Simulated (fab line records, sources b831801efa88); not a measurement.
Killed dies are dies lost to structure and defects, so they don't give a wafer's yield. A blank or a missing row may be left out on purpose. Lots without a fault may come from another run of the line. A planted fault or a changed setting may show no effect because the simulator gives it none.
Which tool did it? | flow sky130 | 12 lots, 36 wafers sampled, at 1 step of a route of 708

WHAT THE GAUGES READ, wafer by wafer
SKY_FIELD_ISO_BOW_MEAS_00.
lot  | measured    | on            | INCOMING_BOW (um)
L075 | day 1 15:00 | film_metro-01 | 7 -1 -2
L077 | day 2 01:01 | film_metro-01 | 0 -1 -14
L079 | day 2 11:01 | film_metro-03 | 7 1 -5
L081 | day 2 21:01 | film_metro-03 | -10 -7 -15
L083 | day 3 07:04 | film_metro-02 | -3 6 -4
L085 | day 3 17:00 | film_metro-03 | 7 -3 7
L087 | day 4 03:01 | film_metro-03 | 2 3 12
L089 | day 4 13:01 | film_metro-03 | -3 -4 4
L091 | day 4 23:00 | film_metro-02 | -12 -3 -2
L093 | day 5 09:00 | film_metro-02 | -5 2 3
L095 | day 5 19:01 | film_metro-02 | -2 2 0
L097 | day 6 05:01 | film_metro-02 | -7 -8 -2

WHICH TOOL RAN EACH LOT (tool, then ch and the chambers of the sampled wafers, then the start)
The record holds no process step before these readings.

THE ANSWER, worked out from the rows above alone
Rule: what is usual is taken from the lots themselves. Put in order of their means at a reading, lots are off if they are a third of the lots or fewer, leave a main group of 4 or more, and stand apart from it by a gap of 3 or more times the standard deviation of the main group's means; of several such gaps the widest counts. A main group whose means are all the same, to the digits that the tables above print for the reading, isn't used. A lot without any number at a reading at which 4 lots or more have one is off too. The other lots that the step has rows for count as sound.
No lot is off at any reading shown: from this, nothing can be told.

WHAT THE SIMULATOR HAD PUT IN
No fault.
